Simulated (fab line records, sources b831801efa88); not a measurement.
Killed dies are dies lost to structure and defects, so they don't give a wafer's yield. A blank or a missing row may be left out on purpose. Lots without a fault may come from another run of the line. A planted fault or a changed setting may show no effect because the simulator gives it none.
A struck lot beside a sound one | flow sky130 | 25 steps out of a route of 708
Sound: wafers L614.4, L614.5, L614.6. Struck: wafers L623.3, L623.4, L623.5. The cause comes at the end.
At each step with rows: each side's tool, then ch and its chambers, then its first start. Under that, the readings that differ: sound wafers | struck wafers | difference of the means | sigmas: that difference in standard deviations of wafers without a fault.
alike: readings whose means differ by less than 2 such deviations, and words and numbers that are the same on both sides. not compared: withheld readings, readings that some wafer has no value for, bounds like >300 that may hide the same value, and numbers for which the record gives no deviation and whose values overlap.
The two part at a step that has a row with sigmas, a row that says differs or no value, or rows on one side only. Numbers that don't overlap but have no deviation are shown without sigmas and don't part them. A reading that every wafer of one side lacks parts them only if that side has two wafers or more.

first, 9 steps without rows for these wafers: SKY_LI_CONTACT_ETCH_14 (etches BARC in N2/H2, stops on SiO2, time 45.9 s, target depth 60 nm); SKY_LI_CONTACT_ETCH_15 (etches PSG in C4F8/O2/Ar, stops on Si, target depth 600 nm); SKY_LI_CONTACT_STRIP_16 (strips in O2/N2); SKY_LI_CONTACT_CLEAN_17 (cleans in NMP, time 600 s); SKY_LI_CONTACT_PRE_CLEAN_18 (time 5.6 s); SKY_LI_CONTACT_SPUTTER_19 (material Ti, target thk 20 nm, time 106.37 s); SKY_LI_CONTACT_SPUTTER_20 (material TiN, target thk 20 nm, time 80 s); SKY_LI_CONTACT_CVD_21 (deposits W, target thk 400 nm, time 120.56 s); SKY_LI_CONTACT_CMP_24 (polishes, stops on PSG, t overpolish 20 s, target thk 0 nm).
SKY_LOCAL_INTERCONNECT_SPUTTER_00: material TiN, target thk 100 nm, time 83.3 s.
  sound on pvd_sputter-04, day 31 09:26; struck on pvd_sputter-04, day 34 13:11
  reading                                                | sound            | struck            | difference | sigmas
  model.TiN_of_LOCAL_INTERCONNECT_SPUTTER_00.thk_nm (nm) | 99.35 100.2 99.2 | 116.2 116.6 115.6 | +16.5      |
  alike: cathode_dc_power_W, throttle_valve_pct
SKY_LOCAL_INTERCONNECT_RS_MEAS_01: measures by four-point-probe.
  sound on film_metro-01, day 31 09:34; struck on film_metro-01, day 34 13:35
  reading                            | sound             | struck            | difference | sigmas
  LOCAL_INTERCONNECT_TIN_RS (ohm/sq) | 14.24 14.12 14.27 | 12.10 12.04 12.17 | -2.11      | -11
  not compared: hold
SKY_LOCAL_INTERCONNECT_THK_MEAS_02: measures by xrf.
  sound on film_metro-01, day 31 09:39; struck on film_metro-01, day 34 15:22
  reading                         | sound           | struck            | difference | sigmas
  LOCAL_INTERCONNECT_TIN_THK (nm) | 99.7 100.1 99.5 | 116.0 116.5 115.4 | +16.2      | +12
  not compared: hold
then, 8 steps without rows for these wafers: SKY_LOCAL_INTERCONNECT_HMDS_04 (prime time 60 s); SKY_LOCAL_INTERCONNECT_COAT_05 (resist thk 61.05 nm); SKY_LOCAL_INTERCONNECT_COAT_06 (resist thk 450 nm); SKY_LOCAL_INTERCONNECT_SOFTBAKE_07 (time 90 s); SKY_LOCAL_INTERCONNECT_EXPOSE_08 (exposes mask LI1M, target cd 170 nm); SKY_LOCAL_INTERCONNECT_PEB_09; SKY_LOCAL_INTERCONNECT_DEVELOP_10 (develop time 60 s); SKY_LOCAL_INTERCONNECT_ETCH_13 (etches BARC in N2/H2, stops on SiO2, time 45.9 s, target depth 60 nm).
SKY_LOCAL_INTERCONNECT_METAL_ETCH_14: etches TiN in Cl2/BCl3, stops on PSG, target depth 110 nm, time 31.4 s.
  sound on rie_metal-01 ch 0,1, day 32 13:58; struck on rie_metal-02 ch 0,1, day 35 17:45
  reading                | sound                | struck               | difference | sigmas
  oes_product_au (a.u.)  | 0.939 0.933 0.937    | 1.015 0.993 0.996    | +0.065     | +8
  throttle_valve_pct (%) | 21.917 21.878 21.913 | 21.852 21.883 21.848 | -0.042     | -4
  alike: drypump_motor_current_A, rf_fwd_power_W
  not compared: rf_hours_counter_h
then, 1 step without rows for these wafers: SKY_LOCAL_INTERCONNECT_STRIP_15 (strips in O2/N2).
SKY_LOCAL_INTERCONNECT_STRIP_16: strips in post etch residue remover, time 1200 s.
  sound on wet_bench-02 ch 2, day 32 14:05; struck on wet_bench-02 ch 3, day 35 17:53
  reading                                                | sound             | struck            | difference | sigmas
  model.TiN_of_LOCAL_INTERCONNECT_SPUTTER_00.thk_nm (nm) | 98.92 99.75 98.78 | 115.8 116.2 115.1 | +16.5      |
  alike: bath_guard_temp_C
then, 1 step without rows for these wafers: SKY_LOCAL_INTERCONNECT_CLEAN_17 (cleans in IPA, time 180 s).
-- the record jumps here: 14 days lie between the struck wafers' starts before and after (it left off in module LOCAL_INTERCONNECT and takes up again in module PAD_OPEN, whose first step shown is number 708 of the route) --
SKY_PAD_OPEN_PROBE_99:
  sound on prober-02, day 47 12:21; struck on prober-02, day 49 16:05
  reading            | sound    | struck                                                               | difference                   | sigmas
  hold               | - - -    | await_dispo/2.0h/scrap await_dispo/2.0h/scrap await_dispo/2.0h/scrap | no value on the sound wafers |
  killed_at_contacts | 27 28 23 | 332 421 396                                                          | +357                         | +78
  killed_dies        | 88 94 96 | 373 489 463                                                          | +349                         | +36
  killed_on_rim      | 21 25 18 | 91 93 78                                                             | +66                          | +18
  alike: killed_at_M0_to_M3, killed_at_M4_up, killed_at_front_end, killed_at_other, killed_open, killed_short

WHERE THEY PART
First at SKY_LOCAL_INTERCONNECT_RS_MEAS_01; last, within this record, at SKY_PAD_OPEN_PROBE_99.

WHY: what the simulator had put in
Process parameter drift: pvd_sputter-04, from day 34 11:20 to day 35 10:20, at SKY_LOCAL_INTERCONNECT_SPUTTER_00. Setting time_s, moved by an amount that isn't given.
